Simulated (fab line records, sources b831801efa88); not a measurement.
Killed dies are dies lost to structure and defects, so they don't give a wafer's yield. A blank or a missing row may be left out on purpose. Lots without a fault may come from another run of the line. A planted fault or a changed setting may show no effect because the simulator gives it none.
fab line records | flow sky130
record lots=24 wafers=72 last_day=50
route steps=708 shown POLY_GATE@228 LI_CONTACT@377 VIA2@528 VIA3@586 PASSIVATION@683
lots that met no fault: from a run of the same line without faults
start_h: hours from the record's first day to the start of the lot's first wafer shown | wait_h: hours since the lot's step before | " the same as in the row above | L1.1+2: a row that stands for several wafers | - no value, or no start given | * or withheld: withheld | < > ~ a bound
route shown NAME@n: a module of which the file shows steps, and the number in the route of the first | usual: mean/standard deviation of fault-free wafers | same: alike in all rows | chamber/n: place in a boat | sites: the reading at each site | _std_site: their standard deviation | _edge_site: outer sites' mean less inner sites' | radius_mm: how far each site lies from the wafer's centre | mask NAME#n: copy n | behind: the tool/chamber that last shaped the wafer | hold: why the lot was held/for how many hours/how that ended | device: the transistor (n, p or np) that didn't switch | end of line: the same wafers' tests at the end of the route | a step without rows: its recipe alone | killed: dies lost to structure and defects at the first sort, not the wafer's yield | map: a wafer's dies, x killed, . not, _ none there
set.NAME: the setting as run; set.NAME@STEP: as run at that earlier step | model.NAME: the simulator's own value behind a step, which no gauge read
steps of the route over a sample of lots; a table a step, a row a wafer
services: from which hour (start_h, from the record's first day; less than 0 if before it) a tool's chamber was out of use, for how many hours, and why
## steps
# step SKY_POLY_GATE_OVL_MEAS_14
# usual POLY_GATE_OVL=-3/6
# columns lot.wafer tool chamber start_h wait_h POLY_GATE_OVL[nm]
L074.2 overlay-01 - 367.96 0.1 -9
L074.4 " - " " -5
L074.5 " - " " -12
L075.2 overlay-02 - 382.99 0.1 -1
L075.4 " - " " -6
L075.6 " - " " -10
L076.1 overlay-01 - 394.68 0.1 -1
L076.2 " - " " -3
L076.6 " - " " -2
L077.2 overlay-01 - 408.01 0.1 -15
L077.5 " - " " -10
L077.6 " - " " -10
L078.1 overlay-01 - 410.93 0.1 -3
L078.5 " - " " 4
L078.6 " - " " -4
L079.1 overlay-01 - 421.61 0.1 -4
L079.2 " - " " 4
L079.5 " - " " -5
L080.1 overlay-02 - 432.28 0.1 0
L080.4 " - " " -4
L080.5 " - " " -2
L082.3 overlay-02 - 443.35 0.1 0
L082.4 " - " " 4
L082.5 " - " " 0
L081.2 overlay-01 - 444.03 0.1 3
L081.5 " - " " -5
L081.6 " - " " -4
L083.1 overlay-01 - 458.18 0.1 7
L083.5 " - " " 1
L083.6 " - " " -4
L084.3 overlay-02 - 466.70 0.1 -7
L084.4 " - " " -12
L084.5 " - " " -5
L085.2 overlay-01 - 470.54 0.1 -6
L085.3 " - " " -5
L085.5 " - " " -6
L086.1 overlay-02 - 481.28 0.1 -2
L086.5 " - " " -2
L086.6 " - " " -7
L087.2 overlay-01 - 489.81 0.1 -8
L087.4 " - " " -7
L087.5 " - " " -5
L088.3 overlay-02 - 498.80 0.1 -3
L088.4 " - " " -1
L088.5 " - " " -2
L089.3 overlay-01 - 508.39 0.1 -6
L089.5 " - " " -3
L089.6 " - " " 1
L090.1 overlay-02 - 512.57 0.1 6
L090.2 " - " " 0
L090.6 " - " " 9
L091.2 overlay-02 - 524.48 0.1 -18
L091.4 " - " " -13
L091.6 " - " " -13
L092.1 overlay-02 - 536.78 0.1 -3
L092.4 " - " " -2
L092.5 " - " " 0
L093.1 overlay-02 - 538.40 0.1 6
L093.3 " - " " 3
L093.6 " - " " -5
L094.2 overlay-02 - 543.61 0.1 5
L094.3 " - " " 11
L094.5 " - " " 7
L095.4 overlay-01 - 561.55 0.1 -2
L095.5 " - " " -3
L095.6 " - " " -2
L096.1 overlay-02 - 573.28 0.1 -6
L096.4 " - " " -5
L096.6 " - " " -10
L097.1 overlay-02 - 582.75 0.1 -7
L097.4 " - " " -7
L097.6 " - " " -6
# step SKY_LI_CONTACT_ETCH_15
# recipe target=PSG chemistry=C4F8/O2/Ar stop_on=Si taper_deg=4.15 mask_material=KrF-thick source_w=1500 bias_w=1200 pressure_mtorr=40 c4f8_flow_sccm=withheld O2_flow_sccm=6 Ar_flow_sccm=300 time_s=withheld target_depth_a=6000
# usual chamber_pressure_mTorr=40.00/0.033 oes_product_au=0.838/0.0046
# columns lot.wafer tool chamber start_h wait_h chamber_pressure_mTorr oes_product_au
L074.2 rie_diel-03 2 676.75 0.0 39.95 0.843
L074.4 " 1 " " 40.05 0.838
L074.5 " 3 " " 40.02 0.840
L075.2 rie_diel-03 3 693.80 0.0 39.97 0.837
L075.4 " 0 " " 39.99 0.840
L075.6 " 1 " " 40.04 0.842
L076.1 rie_diel-04 2 700.50 0.0 40.03 0.832
L076.2 " 0 " " 39.98 0.836
L076.6 " 0 " " 40.01 0.835
L077.2 rie_diel-01 2 716.48 0.0 40.03 0.835
L077.5 " 0 " " 39.99 0.829
L077.6 " 3 " " 40.02 0.835
L078.1 rie_diel-01 1 719.35 0.0 40.04 0.842
L078.5 " 2 " " 40.00 0.837
L078.6 " 1 " " 39.94 0.836
L079.1 rie_diel-04 3 727.15 0.0 39.99 0.839
L079.2 " 1 " " 40.03 0.838
L079.5 " 2 " " 40.04 0.837
L080.1 rie_diel-03 3 733.88 0.0 39.97 0.837
L080.4 " 1 " " 40.03 0.840
L080.5 " 1 " " 39.98 0.839
L082.3 rie_diel-01 3 745.55 0.0 39.99 0.835
L082.4 " 1 " " 40.00 0.842
L082.5 " 2 " " 40.03 0.841
L081.2 rie_diel-03 0 747.75 0.0 39.98 0.847
L081.5 " 1 " " 39.95 0.835
L081.6 " 2 " " 39.99 0.831
L083.1 rie_diel-01 3 758.68 0.0 39.97 0.827
L083.5 " 3 " " 39.95 0.844
L083.6 " 2 " " 40.02 0.833
L084.3 rie_diel-03 0 767.55 0.0 40.01 0.837
L084.4 " 3 " " 39.95 0.843
L084.5 " 1 " " 39.96 0.837
L085.2 rie_diel-04 3 768.95 0.0 39.99 0.843
L085.3 " 1 " " 40.00 0.844
L085.5 " 1 " " 40.00 0.845
L086.1 rie_diel-04 3 779.65 0.0 39.95 0.842
L086.5 " 2 " " 40.04 0.842
L086.6 " 1 " " 40.05 0.839
L087.2 rie_diel-03 3 785.90 0.0 40.04 0.843
L087.4 " 0 " " 40.06 0.836
L087.5 " 3 " " 39.97 0.839
L088.3 rie_diel-04 1 795.05 0.0 40.04 0.838
L088.4 " 0 " " 39.99 0.840
L088.5 " 0 " " 40.02 0.834
L089.3 rie_diel-01 0 806.05 0.0 39.97 0.836
L089.5 " 3 " " 40.04 0.835
L089.6 " 2 " " 40.02 0.839
L090.1 rie_diel-01 1 808.23 0.0 40.00 0.833
L090.2 " 2 " " 40.01 0.837
L090.6 " 2 " " 39.98 0.840
L091.2 rie_diel-04 1 816.33 0.0 39.95 0.848
L091.4 " 0 " " 39.92 0.849
L091.6 " 1 " " 40.02 0.836
L092.1 rie_diel-01 3 826.35 0.0 39.99 0.838
L092.4 " 2 " " 39.95 0.833
L092.5 " 2 " " 40.00 0.837
L093.1 rie_diel-03 0 829.50 0.0 39.98 0.834
L093.3 " 2 " " 39.99 0.833
L093.6 " 0 " " 40.04 0.834
L094.2 rie_diel-01 3 832.10 0.0 39.97 0.830
L094.3 " 2 " " 39.90 0.839
L094.5 " 0 " " 39.96 0.840
L095.4 rie_diel-03 0 851.50 0.0 39.93 0.834
L095.5 " 1 " " 40.02 0.824
L095.6 " 3 " " 40.01 0.838
L096.1 rie_diel-01 0 857.23 0.0 39.97 0.831
L096.4 " 1 " " 40.03 0.847
L096.6 " 3 " " 40.03 0.838
L097.1 rie_diel-04 1 869.75 0.0 40.02 0.838
L097.4 " 3 " " 39.96 0.837
L097.6 " 0 " " 40.02 0.835
# step SKY_VIA2_CVD_21
# recipe material=W target_thk_nm=420 time_s=126.4 temp_c=400 pressure_torr=40
# usual heater_power_w=778/56 susceptor_temp_C=399.98/0.25
# columns lot.wafer tool chamber start_h wait_h heater_power_w susceptor_temp_C
L074.2 cvd_w-01 1 848.05 0.0 800 400.27
L074.4 " 1 " " 816 399.89
L074.5 " 1 " " 805 400.44
L075.2 cvd_w-02 1 866.37 0.0 820 399.83
L075.4 " 0 " " 828 399.88
L075.6 " 0 " " 822 400.49
L076.1 cvd_w-01 1 870.13 0.0 821 399.95
L076.2 " 0 " " 769 400.27
L076.6 " 0 " " 763 400.04
L077.2 cvd_w-02 0 883.67 0.0 829 399.88
L077.5 " 0 " " 828 399.76
L077.6 " 1 " " 828 399.59
L078.1 cvd_w-02 0 889.80 0.0 822 399.82
L078.5 " 1 " " 786 399.93
L078.6 " 0 " " 846 399.86
L079.1 cvd_w-02 1 895.28 0.0 797 400.08
L079.2 " 0 " " 833 399.76
L079.5 " 0 " " 807 399.97
L080.1 cvd_w-02 0 902.38 0.0 821 399.92
L080.4 " 1 " " 807 399.85
L080.5 " 1 " " 807 399.89
L082.3 cvd_w-02 0 913.60 0.1 810 399.69
L082.4 " 1 " " 812 399.76
L082.5 " 0 " " 844 399.84
L081.2 cvd_w-02 0 914.79 0.0 837 400.26
L081.5 " 0 " " 834 399.80
L081.6 " 1 " " 801 399.96
L083.1 cvd_w-02 0 925.03 0.0 846 400.08
L083.5 " 1 " " 812 399.89
L083.6 " 0 " " 840 400.04
L084.3 cvd_w-01 0 934.22 0.1 687 399.65
L084.4 " 1 " " 739 400.11
L084.5 " 1 " " 761 400.42
L085.2 cvd_w-02 1 935.18 0.0 795 399.87
L085.3 " 1 " " 807 400.10
L085.5 " 1 " " 835 399.92
L086.1 cvd_w-02 0 945.45 0.0 834 400.00
L086.5 " 1 " " 801 400.04
L086.6 " 0 " " 816 400.08
L087.2 cvd_w-01 0 950.98 0.0 666 400.31
L087.4 " 1 " " 747 400.45
L087.5 " 0 " " 677 400.59
L088.3 cvd_w-01 0 959.68 0.1 664 400.28
L088.4 " 1 " " 754 399.90
L088.5 " 0 " " 673 400.54
L089.3 cvd_w-02 0 969.54 0.1 856 399.88
L089.5 " 0 " " 837 399.85
L089.6 " 1 " " 818 399.81
L090.1 cvd_w-01 1 972.13 0.0 743 399.91
L090.2 " 0 " " 700 400.14
L090.6 " 0 " " 674 399.92
L091.2 cvd_w-02 1 979.75 0.0 800 400.33
L091.4 " 0 " " 825 400.12
L091.6 " 1 " " 797 400.24
L092.1 cvd_w-01 1 987.48 0.0 746 399.43
L092.4 " 0 " " 688 399.82
L092.5 " 0 " " 688 399.77
L093.1 cvd_w-01 1 989.97 0.0 750 399.99
L093.3 " 1 " " 744 399.80
L093.6 " 0 " " 683 400.29
L094.2 cvd_w-01 0 991.80 0.0 683 399.81
L094.3 " 0 " " 686 399.63
L094.5 " 1 " " 757 399.85
L095.4 cvd_w-01 0 1008.86 0.1 697 399.97
L095.5 " 0 " " 690 399.87
L095.6 " 1 " " 755 399.91
L096.1 cvd_w-01 1 1015.17 0.0 760 400.09
L096.4 " 0 " " 676 400.31
L096.6 " 1 " " 759 400.08
L097.1 cvd_w-02 1 1026.28 0.0 815 400.28
L097.4 " 1 " " 816 400.09
L097.6 " 1 " " 805 400.15
# step SKY_VIA3_OVL_MEAS_13
# usual VIA3_OVL=-1/6.7
# columns lot.wafer tool chamber start_h wait_h VIA3_OVL[nm]
L074.2 overlay-02 - 928.24 0.1 -10
L074.4 " - " " -6
L074.5 " - " " -8
L075.2 overlay-02 - 944.83 0.1 -2
L075.4 " - " " 2
L075.6 " - " " -6
L076.1 overlay-02 - 948.13 0.1 -10
L076.2 " - " " -6
L076.6 " - " " -8
L077.2 overlay-02 - 960.69 0.1 -4
L077.5 " - " " 2
L077.6 " - " " 2
L078.1 overlay-02 - 968.48 0.1 11
L078.5 " - " " 7
L078.6 " - " " 5
L079.1 overlay-01 - 972.63 0.1 -5
L079.2 " - " " 0
L079.5 " - " " 1
L080.1 overlay-01 - 980.53 0.1 -7
L080.4 " - " " 1
L080.5 " - " " -9
L082.3 overlay-01 - 989.89 0.1 -7
L082.4 " - " " 2
L082.5 " - " " -5
L081.2 overlay-01 - 991.08 0.1 -12
L081.5 " - " " -6
L081.6 " - " " -11
L083.1 overlay-02 - 1001.38 0.1 8
L083.5 " - " " 7
L083.6 " - " " 10
L084.3 overlay-01 - 1009.25 0.1 -2
L084.4 " - " " -2
L084.5 " - " " -7
L085.2 overlay-01 - 1010.33 0.1 4
L085.3 " - " " 4
L085.5 " - " " 0
L086.1 overlay-02 - 1020.18 0.1 7
L086.5 " - " " 2
L086.6 " - " " 6
L087.2 overlay-01 - 1025.33 0.1 -8
L087.4 " - " " -10
L087.5 " - " " -10
L088.3 overlay-02 - 1034.05 0.1 6
L088.4 " - " " 18
L088.5 " - " " 7
L089.3 overlay-02 - 1042.94 0.1 11
L089.5 " - " " 9
L089.6 " - " " 6
L090.1 overlay-01 - 1045.18 0.1 -9
L090.2 " - " " -5
L090.6 " - " " -6
L091.2 overlay-01 - 1052.64 0.1 -3
L091.4 " - " " -1
L091.6 " - " " -2
L092.1 overlay-01 - 1058.28 0.1 -8
L092.4 " - " " -11
L092.5 " - " " -2
L093.1 overlay-01 - 1061.48 0.1 6
L093.3 " - " " 2
L093.6 " - " " 2
L094.2 overlay-01 - 1062.98 0.1 1
L094.3 " - " " -9
L094.5 " - " " -1
L095.4 overlay-02 - 1077.04 0.1 -4
L095.5 " - " " 7
L095.6 " - " " -3
L096.1 overlay-01 - 1084.83 0.1 -8
L096.4 " - " " -5
L096.6 " - " " -9
L097.1 overlay-01 - 1094.58 0.1 3
L097.4 " - " " 5
L097.6 " - " " -2
# step SKY_VIA3_RS_MEAS_22
# recipe thk_meas_gauge=four-point-probe reads=W_of_VIA3_CVD_21+TiN_of_VIA3_SPUTTER_20
# usual VIA3_W_RS=0.2923/0.0025
# columns lot.wafer tool chamber start_h wait_h VIA3_W_RS[ohm/sq]
L074.2 film_metro-02 - 929.20 0.1 0.2976
L074.4 " - " " 0.2949
L074.5 " - " " 0.2913
L075.2 film_metro-03 - 945.76 0.1 0.2903
L075.4 " - " " 0.2914
L075.6 " - " " 0.2914
L076.1 film_metro-02 - 949.05 0.1 0.2988
L076.2 " - " " 0.2911
L076.6 " - " " 0.2979
L077.2 film_metro-02 - 961.62 0.1 0.2939
L077.5 " - " " 0.2932
L077.6 " - " " 0.2935
L078.1 film_metro-01 - 969.39 0.1 0.2918
L078.5 " - " " 0.2930
L078.6 " - " " 0.2912
L079.1 film_metro-02 - 973.61 0.1 0.2949
L079.2 " - " " 0.2915
L079.5 " - " " 0.2914
L080.1 film_metro-01 - 981.45 0.1 0.2935
L080.4 " - " " 0.2890
L080.5 " - " " 0.2938
L082.3 film_metro-03 - 990.83 0.1 0.2954
L082.4 " - " " 0.2928
L082.5 " - " " 0.2953
L081.2 film_metro-02 - 992.04 0.1 0.2944
L081.5 " - " " 0.2933
L081.6 " - " " 0.2933
L083.1 film_metro-03 - 1002.29 0.1 0.2945
L083.5 " - " " 0.2963
L083.6 " - " " 0.2918
L084.3 film_metro-02 - 1010.19 0.1 0.2957
L084.4 " - " " 0.2944
L084.5 " - " " 0.2958
L085.2 film_metro-02 - 1011.28 0.1 0.2923
L085.3 " - " " 0.2939
L085.5 " - " " 0.2911
L086.1 film_metro-03 - 1021.09 0.1 0.2916
L086.5 " - " " 0.2881
L086.6 " - " " 0.2891
L087.2 film_metro-03 - 1026.27 0.1 0.2927
L087.4 " - " " 0.2932
L087.5 " - " " 0.2911
L088.3 film_metro-02 - 1034.99 0.1 0.2909
L088.4 " - " " 0.2924
L088.5 " - " " 0.2899
L089.3 film_metro-01 - 1043.89 0.1 0.2904
L089.5 " - " " 0.2935
L089.6 " - " " 0.2926
L090.1 film_metro-03 - 1046.16 0.1 0.2946
L090.2 " - " " 0.2922
L090.6 " - " " 0.2922
L091.2 film_metro-03 - 1053.57 0.1 0.2886
L091.4 " - " " 0.2895
L091.6 " - " " 0.2878
L092.1 film_metro-01 - 1059.53 0.1 0.2940
L092.4 " - " " 0.2903
L092.5 " - " " 0.2889
L093.1 film_metro-02 - 1062.48 0.1 0.2926
L093.3 " - " " 0.2891
L093.6 " - " " 0.2906
L094.2 film_metro-01 - 1063.97 0.1 0.2973
L094.3 " - " " 0.2930
L094.5 " - " " 0.2968
L095.4 film_metro-02 - 1078.11 0.1 0.2903
L095.5 " - " " 0.2884
L095.6 " - " " 0.2929
L096.1 film_metro-01 - 1085.74 0.1 0.2907
L096.4 " - " " 0.2902
L096.6 " - " " 0.2895
L097.1 film_metro-02 - 1095.49 0.1 0.2879
L097.4 " - " " 0.2926
L097.6 " - " " 0.2904
# step SKY_PASSIVATION_CVD_02
# recipe material=Si3N4 target_thk_nm=540 temp_c=400 time_s=withheld rf_w=450
# usual heater_power_w=747/96 susceptor_temp_C=399.99/0.22
# columns lot.wafer tool chamber start_h wait_h heater_power_w susceptor_temp_C
L074.2 pecvd-02 0 1030.71 0.0 651 399.78
L074.4 " 1 " " 726 400.11
L074.5 " 0 " " 686 400.23
L075.2 pecvd-04 0 1045.66 0.0 615 399.85
L075.4 " 2 " " 745 399.88
L075.6 " 0 " " 669 400.27
L076.1 pecvd-03 1 1048.64 0.1 978 400.17
L076.2 " 2 " " 802 399.89
L076.6 " 1 " " 996 400.40
L077.2 pecvd-04 1 1059.30 0.0 682 400.14
L077.5 " 1 " " 730 399.90
L077.6 " 2 " " 635 399.95
L078.1 pecvd-04 1 1067.02 0.1 766 399.93
L078.5 " 1 " " 793 400.05
L078.6 " 2 " " 773 400.03
L079.1 pecvd-03 1 1070.28 0.1 880 400.40
L079.2 " 2 " " 829 400.45
L079.5 " 0 " " 754 400.42
L080.1 pecvd-04 0 1077.17 0.1 757 400.08
L080.4 " 1 " " 691 400.43
L080.5 " 2 " " 724 399.88
L082.3 pecvd-02 1 1085.88 0.0 827 400.17
L082.4 " 0 " " 747 400.19
L082.5 " 1 " " 657 400.09
L081.2 pecvd-03 1 1087.46 0.0 912 400.18
L081.5 " 1 " " 951 399.92
L081.6 " 0 " " 772 400.30
L083.1 pecvd-03 0 1095.70 0.1 769 400.03
L083.5 " 1 " " 910 400.00
L083.6 " 0 " " 767 399.47
L084.3 pecvd-02 2 1100.95 0.0 679 400.09
L084.4 " 2 " " 560 399.73
L084.5 " 1 " " 657 400.25
L085.2 pecvd-03 1 1102.80 0.0 969 400.22
L085.3 " 2 " " 810 400.15
L085.5 " 1 " " 981 400.30
L086.1 pecvd-03 1 1112.05 0.1 961 400.07
L086.5 " 1 " " 788 399.86
L086.6 " 0 " " 739 400.02
L087.2 pecvd-02 0 1116.35 0.0 771 400.07
L087.4 " 2 " " 663 399.72
L087.5 " 1 " " 720 400.45
L088.3 pecvd-04 0 1122.76 0.0 754 399.90
L088.4 " 0 " " 766 399.81
L088.5 " 1 " " 765 400.20
L089.3 pecvd-03 1 1132.54 0.0 951 400.14
L089.5 " 1 " " 955 399.80
L089.6 " 0 " " 645 399.77
L090.1 pecvd-02 1 1135.18 0.1 675 400.23
L090.2 " 0 " " 769 400.01
L090.6 " 2 " " 622 399.68
L091.2 pecvd-03 2 1140.25 0.0 849 399.80
L091.4 " 1 " " 946 400.03
L091.6 " 0 " " 698 399.71
L092.1 pecvd-02 1 1144.91 0.1 726 400.33
L092.4 " 2 " " 614 399.98
L092.5 " 0 " " 677 399.74
L093.1 pecvd-03 0 1148.70 0.1 755 399.54
L093.3 " 1 " " 926 400.16
L093.6 " 1 " " 937 400.02
L094.2 pecvd-02 1 1150.60 0.0 742 399.59
L094.3 " 1 " " 761 400.16
L094.5 " 1 " " 788 399.74
L095.4 pecvd-02 0 1161.51 0.1 612 400.22
L095.5 " 2 " " 625 399.89
L095.6 " 1 " " 751 399.78
L096.1 pecvd-04 1 1168.29 0.1 735 400.34
L096.4 " 1 " " 762 399.96
L096.6 " 1 " " 644 400.03
L097.1 pecvd-02 1 1176.94 0.1 760 400.07
L097.4 " 0 " " 626 399.69
L097.6 " 1 " " 787 400.09
## services
# columns tool chamber start_h hours kind
rie_diel-01 - 653.78 15.6 pm
pecvd-02 - 664.44 2.4 repair
cvd_w-01 - 718.92 2.8 pm
rie_diel-01 3 720.96 4.1 repair
cvd_w-02 - 735.80 0.9 repair
pecvd-02 - 744.50 0.5 repair
cvd_w-02 - 759.47 6.9 pm
pecvd-02 2 762.57 4.1 repair
rie_diel-01 3 800.76 3.4 repair
rie_diel-01 - 810.63 2.8 pm
rie_diel-01 1 814.47 7.6 repair
rie_diel-01 - 817.64 4.3 pm
pecvd-03 - 875.57 37.2 repair
cvd_w-01 - 878.30 0.9 repair
cvd_w-02 - 878.79 2.7 repair
rie_diel-01 2 894.71 8.3 repair
cvd_w-01 - 904.00 14.0 pm
pecvd-03 1 905.64 5.9 repair
pecvd-03 0 907.09 11.7 repair
pecvd-03 - 912.79 14.6 pm
pecvd-02 - 927.39 2.8 pm
cvd_w-01 - 1015.79 100.4 repair
cvd_w-02 - 1026.85 0.9 repair
cvd_w-01 1 1113.30 1.5 repair
## key
fault none
